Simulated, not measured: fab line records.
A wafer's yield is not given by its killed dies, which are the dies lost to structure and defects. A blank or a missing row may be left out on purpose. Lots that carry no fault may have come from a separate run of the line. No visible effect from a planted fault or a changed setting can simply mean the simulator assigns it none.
One fault through the eyes of 2 desks + flow gf180mcu + every desk sees just its own numbers, and what lay behind them comes last

## FROM THE METROLOGY DESK
Means of the sampled wafers that have a number, per lot and without regard to the tool the lot ran on: this is what the gauges read. If a lot's mean is further than 4 standard deviations from the usual mean, the lot is out of limits and carries the mark OUT (the distance appears in the brackets).
Columns: A = V4_CVD_02_THK at GF_V4_THK_MEAS_03, usual 855 nm
| lot  | first seen here | A   |
|------|-----------------|-----|
| L196 | day 23 10:46    | 867 |
| L198 | day 24 04:38    | 856 |
| L199 | day 24 07:43    | 846 |
| L200 | day 24 17:25    | 851 |
| L201 | day 25 09:22    | 867 |
| L209 | day 27 21:58    | 860 |
| L210 | day 28 03:01    | 851 |
| L211 | day 28 13:35    | 850 |
| L213 | day 28 17:54    | 860 |
| L214 | day 29 02:05    | 860 |
| L215 | day 29 04:53    | 852 |
| L218 | day 30 04:44    | 845 |
| L219 | day 30 16:20    | 856 |
This desk found nothing out of limits on any of the 13 lots.

## DESK OF THE TOOL OWNER: pvdSputter-04
At GF_M4_SPUTTER_01 (material TiN, target thk 30 nm, time 25 s) the tool's own readings: per lot run on this tool, the mean of the sampled wafers that have a number. If a lot's mean is further than 4 standard deviations from the usual mean, the lot is out of limits and carries the mark OUT (the distance appears in the brackets).
Columns: A = cathodeDcPowerW at GF_M4_SPUTTER_01, usual 6500.0 W; B = throttleValvePct at GF_M4_SPUTTER_01, usual 30.0 %
| lot  | first seen here | A                        | B    |
|------|-----------------|--------------------------|------|
| L196 | day 22 10:52    | 6499.0                   | 30.1 |
| L198 | day 23 05:01    | 6499.7                   | 30.5 |
| L200 | day 23 17:59    | 6852.0 (+99 or more) OUT | 30.2 |
| L201 | day 24 10:43    | 6853.0 (+99 or more) OUT | 31.0 |
| L209 | day 27 01:22    | 6499.5                   | 30.4 |
| L211 | day 27 16:46    | 6499.7                   | 30.1 |
| L218 | day 29 08:34    | 6500.9                   | 30.9 |
| L219 | day 29 20:35    | 6499.1                   | 30.5 |
This desk finds L200, L201 out of limits, L200 being first, at day 23 17:59 (cathodeDcPowerW at GF_M4_SPUTTER_01). L196, L198, L209, L211, L218, L219 stayed within limits.

## PUT TOGETHER
The tool owner's desk had the chance to raise an alarm at day 23 17:59 on L200, L201.
The metrology desk saw nothing out of limits.
The metrology desk has L200, L201 on record, within its limits.
Every lot named ran GF_M4_SPUTTER_01 on pvdSputter-04.

## WHAT THE SIMULATOR PUT IN
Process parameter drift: pvdSputter-04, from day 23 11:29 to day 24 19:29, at GF_M4_SPUTTER_01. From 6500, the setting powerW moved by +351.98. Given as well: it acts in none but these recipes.
Lots struck among those shown: L200, L201.
Each desk's first reading out of limits, in hours after the fault started: the tool owner's desk, 6.
